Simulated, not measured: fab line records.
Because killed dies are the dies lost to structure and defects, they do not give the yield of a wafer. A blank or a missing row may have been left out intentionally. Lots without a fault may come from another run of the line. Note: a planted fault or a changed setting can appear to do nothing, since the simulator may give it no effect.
What tool caused it? -- flow gf180mcu -- 13 lots, 39 wafers sampled, at 3 steps of a route of 602

== WHAT EACH GAUGE READ, for each wafer ==
GF_V1_BOW_MEAS_05. Usual: for V1_BOW the level is 83 um and the standard deviation is 7.7.
lot,measured,on,V1_BOW (um),flag
L838,day 17 16:40,film metro-03,76 78 89,
L841,day 18 14:18,film metro-03,85 85 96,
L842,day 18 23:43,film metro-04,71 88 86,
L845,day 19 21:04,film metro-04,74 77 84,
L846,day 20 04:41,film metro-01,70 81 93,
L847,day 20 08:11,film metro-04,77 84 82,
L849,day 21 12:49,film metro-01,89 82 96,
L852,day 22 07:28,film metro-03,76 81 79,
L855,day 23 13:29,film metro-04,75 74 75,
L857,day 24 04:10,film metro-03,76 87 81,
L859,day 24 18:10,film metro-03,91 87 83,
L860,day 25 00:37,film metro-04,72 95 100,
L861,day 25 06:36,film metro-01,77 84 73,

== EACH LOT AND THE TOOL THAT RAN IT (in order: tool; ch and the chambers of the sampled wafers; start) ==
lot,GF_CONTACT_ETCH_16,GF_M1_DEVELOP_13
L838,"rie diel-01 ch 0,3, day 16 15:25","litho track-04 ch 0, day 17 15:09"
L841,"rie diel-01 ch 2,3, day 17 12:12","litho track-02 ch 0, day 18 12:47"
L842,"rie diel-01 ch 1,3, day 17 21:12","litho track-04 ch 0, day 18 22:12"
L845,"rie diel-01 ch 0,1,3, day 18 17:27","litho track-02 ch 0, day 19 19:26"
L846,"rie diel-01 ch 0,1, day 19 01:40","litho track-02 ch 0, day 20 03:04"
L847,"rie diel-01 ch 1,3, day 19 05:13","litho track-03 ch 0, day 20 06:37"
L849,"rie diel-01 ch 0,2, day 20 10:06","litho track-03 ch 0, day 21 11:18"
L852,"rie diel-03 ch 0,1,2, day 21 05:09","litho track-03 ch 0, day 22 05:54"
L855,"rie diel-01 ch 1,3, day 22 11:10","litho track-03 ch 0, day 23 11:58"
L857,"rie diel-04 ch 1,2,3, day 23 01:48","litho track-03 ch 0, day 24 02:39"
L859,"rie diel-01 ch 2,3, day 23 17:24","litho track-04 ch 0, day 24 16:39"
L860,"rie diel-01 ch 0,1,2, day 23 22:15","litho track-02 ch 0, day 24 21:34"
L861,"rie diel-03 ch 0,1,2, day 24 06:06","litho track-04 ch 0, day 25 05:03"
- GF_CONTACT_ETCH_16: etches BARC in N2/H2.
- GF_M1_DEVELOP_13: develop time 60 s.

== AS READ BY THE TOOLS THEMSELVES (means over the sampled wafers that have a number; for cases with no such wafer, the mark the record gives instead) ==
GF_CONTACT_ETCH_16. Usual: drypump motor current A 5.6 A, standard deviation 0.6; h2 flow sccm 200.0 sccm, standard deviation 0.59; oes product au 0.854 a.u., standard deviation 0.0047; throttle valve pct 13.226 %, standard deviation 0.01.
lot,tool,drypump motor current A (A),h2 flow sccm (sccm),oes product au (a.u.),throttle valve pct (%),flag
L838,rie diel-01,5.4,198.9,0.862,13.227,
L841,rie diel-01,5.3,200.3,0.847,13.222,
L842,rie diel-01,6.2,199.3,0.859,13.230,
L845,rie diel-01,5.8,200.3,0.855,13.216,
L846,rie diel-01,5.4,199.8,0.852,13.227,
L847,rie diel-01,6.2,199.9,0.851,13.225,
L849,rie diel-01,5.0,199.9,0.854,13.226,
L852,rie diel-03,5.2,199.8,0.852,13.221,
L855,rie diel-01,6.2,200.0,0.858,13.225,
L857,rie diel-04,6.3,200.1,0.852,13.226,
L859,rie diel-01,5.3,200.8,0.853,13.227,
L860,rie diel-01,5.4,200.6,0.853,13.222,
L861,rie diel-03,5.1,199.8,0.854,13.220,

GF_M1_DEVELOP_13. Usual: 20.99 C for developer temp C, sd 0.11.
lot,tool,developer temp C (C),flag
L838,litho track-04,20.93,
L841,litho track-02,21.19,
L842,litho track-04,21.08,
L845,litho track-02,20.99,
L846,litho track-02,20.96,
L847,litho track-03,20.99,
L849,litho track-03,21.09,
L852,litho track-03,21.72,OFF
L855,litho track-03,21.86,OFF
L857,litho track-03,21.87,OFF
L859,litho track-04,20.98,
L860,litho track-02,20.96,
L861,litho track-04,20.93,

== THE ANSWER, worked out from the rows above alone ==
Rule: lot off if the mean of its wafers having a number is beyond 3 standard deviations from the usual mean. Also off: a lot with no number at a reading for which 4 or more lots have one. Any other lot the step has rows for is counted as sound. The gauges are gone through in route order, then the tools' own readings, and for those a lot's mean is taken as printed above. At the first step where some lot is off, the reading lying furthest off is the one used; lots without a number count as furthest.
Off, at GF_M1_DEVELOP_13 on developer temp C: L852, L855, L857.
If a tool, at that step or one of the process steps before it, ran each lot that is off and ran no sound lot following the first of them, it fits. One fits: GF_M1_DEVELOP_13 on litho track-03. Its last sound lot is L849 (day 21 11:18), its first lot that is off L852 (day 22 05:54): a fault that began between those two fits.
On the lots that are off, the tool's own readings at GF_M1_DEVELOP_13 differ by more than 5 times the standard deviation of the sound lots' means, which bears it out; developer temp C reads 21.82 C there versus 21.01 C on the sound lots.

== WHAT THE SIMULATOR HAD INSERTED ==
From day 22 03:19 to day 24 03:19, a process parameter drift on litho track-03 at GF_M1_DEVELOP_13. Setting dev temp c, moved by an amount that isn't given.
Lots struck among those shown: L852, L855, L857. Same finding as the rule above.
